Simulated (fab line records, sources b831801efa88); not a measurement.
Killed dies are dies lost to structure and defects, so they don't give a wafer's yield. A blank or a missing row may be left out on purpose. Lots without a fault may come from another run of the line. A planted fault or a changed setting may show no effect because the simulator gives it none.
Which tool did it? | flow sfq_line | 11 lots, 31 wafers sampled, at 3 steps of a route of 325

WHAT THE GAUGES READ, wafer by wafer
The record holds no reading of a measuring or inspecting step that can be judged against a usual standard deviation.

WHICH TOOL RAN EACH LOT (tool, then ch and the chambers of the sampled wafers, then the start)
lot  | SFQ_TRILAYER_I0_CMP_CMP_028   | SFQ_TRILAYER_I0_METRO_MEASURE_029 | SFQ_TRILAYER_I0_VIA_ETCH_VIA_ETCH_034
L771 | cmp-01 ch 0,1,2, day 7 10:55  | film_metro-03, day 7 13:02        | rie_diel-02 ch 0,1,3, day 9 07:47
L772 | cmp-01 ch 1,3, day 7 19:25    | film_metro-03, day 7 22:02        | rie_diel-02 ch 0,1,3, day 9 14:59
L773 | cmp-02 ch 0,2, day 8 10:09    | film_metro-03, day 8 13:40        | rie_diel-03 ch 0,3, day 10 03:22
L774 | cmp-01 ch 1,2,3, day 8 18:55  | film_metro-04, day 8 22:02        | rie_diel-02 ch 0,1,3, day 10 11:23
L775 | cmp-01 ch 1,2,3, day 8 21:55  | film_metro-04, day 9 01:14        | rie_diel-04 ch 0,2, day 10 13:47
L776 | cmp-02 ch 0,1,2, day 9 07:39  | film_metro-03, day 9 10:16        | rie_diel-02 ch 0,1,2, day 11 03:05
L777 | cmp-02 ch 0,2,3, day 9 13:09  | film_metro-03, day 9 16:28        | rie_diel-02 ch 1,2,3, day 11 07:53
L778 | cmp-02 ch 1,2, day 9 16:09    | film_metro-04, day 9 19:28        | rie_diel-04 ch 2,3, day 11 10:35
L784 | cmp-02 ch 1,3, day 11 05:39   | film_metro-04, day 11 08:16       | rie_diel-03 ch 0,3, day 12 19:53
L787 | cmp-02 ch 0,3, day 11 17:09   | film_metro-04, day 11 20:16       | rie_diel-04 ch 1,3, day 13 14:35
L789 | cmp-01 ch 0,2,3, day 12 02:03 | film_metro-03, day 12 05:10       | rie_diel-02 ch 1,3, day 14 01:23
- SFQ_TRILAYER_I0_CMP_CMP_028: polishes SiO2.
- SFQ_TRILAYER_I0_METRO_MEASURE_029
- SFQ_TRILAYER_I0_VIA_ETCH_VIA_ETCH_034: etches SiO2 in CHF3, stops on Nb, target depth 260 nm.

WHAT THE TOOLS THEMSELVES READ (means of the sampled wafers that have a number; where no wafer has one, the mark that the record gives instead)
SFQ_TRILAYER_I0_CMP_CMP_028.
lot  | tool   | motor_current_A (A) | time_to_endpoint_s (s)
L771 | cmp-01 | 10.5                | 209
L772 | cmp-01 | 9.7                 | 211
L773 | cmp-02 | 9.9                 | 205
L774 | cmp-01 | 9.8                 | 216
L775 | cmp-01 | 10.1                | 213
L776 | cmp-02 | 9.7                 | 198
L777 | cmp-02 | 10.1                | 209
L778 | cmp-02 | 9.5                 | 211
L784 | cmp-02 | 9.9                 | 182
L787 | cmp-02 | 10.6                | 174
L789 | cmp-01 | 10.3                | 208

SFQ_TRILAYER_I0_METRO_MEASURE_029.
lot  | tool          | thk_nm (nm)
L771 | film_metro-03 | 199.4
L772 | film_metro-03 | 199.2
L773 | film_metro-03 | 199.9
L774 | film_metro-04 | 199.2
L775 | film_metro-04 | 199.1
L776 | film_metro-03 | 198.9
L777 | film_metro-03 | 198.4
L778 | film_metro-04 | 200.1
L784 | film_metro-04 | 223.5
L787 | film_metro-04 | 222.2
L789 | film_metro-03 | 199.9

SFQ_TRILAYER_I0_VIA_ETCH_VIA_ETCH_034.
lot  | tool        | drypump_motor_current_A (A) | oes_product_au (a.u.)
L771 | rie_diel-02 | 5.8                         | 0.853
L772 | rie_diel-02 | 5.8                         | 0.850
L773 | rie_diel-03 | 5.4                         | 0.851
L774 | rie_diel-02 | 5.8                         | 0.856
L775 | rie_diel-04 | 5.3                         | 0.852
L776 | rie_diel-02 | 5.8                         | 0.852
L777 | rie_diel-02 | 5.9                         | 0.849
L778 | rie_diel-04 | 5.8                         | 0.857
L784 | rie_diel-03 | 5.6                         | 0.917
L787 | rie_diel-04 | 5.9                         | 0.908
L789 | rie_diel-02 | 6.1                         | 0.855

THE ANSWER, worked out from the rows above alone
Rule: what is usual is taken from the lots themselves. Put in order of their means at a reading, lots are off if they are a third of the lots or fewer, leave a main group of 4 or more, and stand apart from it by a gap of 3 or more times the standard deviation of the main group's means; of several such gaps the widest counts. A main group whose means are all the same, to the digits that the tables above print for the reading, isn't used. A lot without any number at a reading at which 4 lots or more have one is off too. The other lots that the step has rows for count as sound. The gauges are gone through in route order, then the tools' own readings, and for those a lot's mean is taken as printed above. The first step at which some lot is off is used, and at that step the reading that is off furthest; a lot without a number counts as furthest.
Off: L784, L787, at SFQ_TRILAYER_I0_CMP_CMP_028 (time_to_endpoint_s). The main group: mean 209 s, standard deviation 4.8.
A tool fits if, at that step or a process step before it, it ran every lot that is off, and no sound lot after the first of them. One fits: cmp-02 at SFQ_TRILAYER_I0_CMP_CMP_028. Its last sound lot is L778 (day 9 16:09), its first lot that is off L784 (day 11 05:39): a fault that began between those two fits.
The tool's own readings at SFQ_TRILAYER_I0_CMP_CMP_028 bear it out: on the lots that are off they differ by more than 5 times the standard deviation of the sound lots' means. time_to_endpoint_s reads 178 s there against 209 s on the sound lots.

WHAT THE SIMULATOR HAD PUT IN
Process parameter drift: cmp-02, from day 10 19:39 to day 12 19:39, at SFQ_TRILAYER_I0_CMP_CMP_028. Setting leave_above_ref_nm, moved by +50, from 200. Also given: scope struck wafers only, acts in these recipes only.
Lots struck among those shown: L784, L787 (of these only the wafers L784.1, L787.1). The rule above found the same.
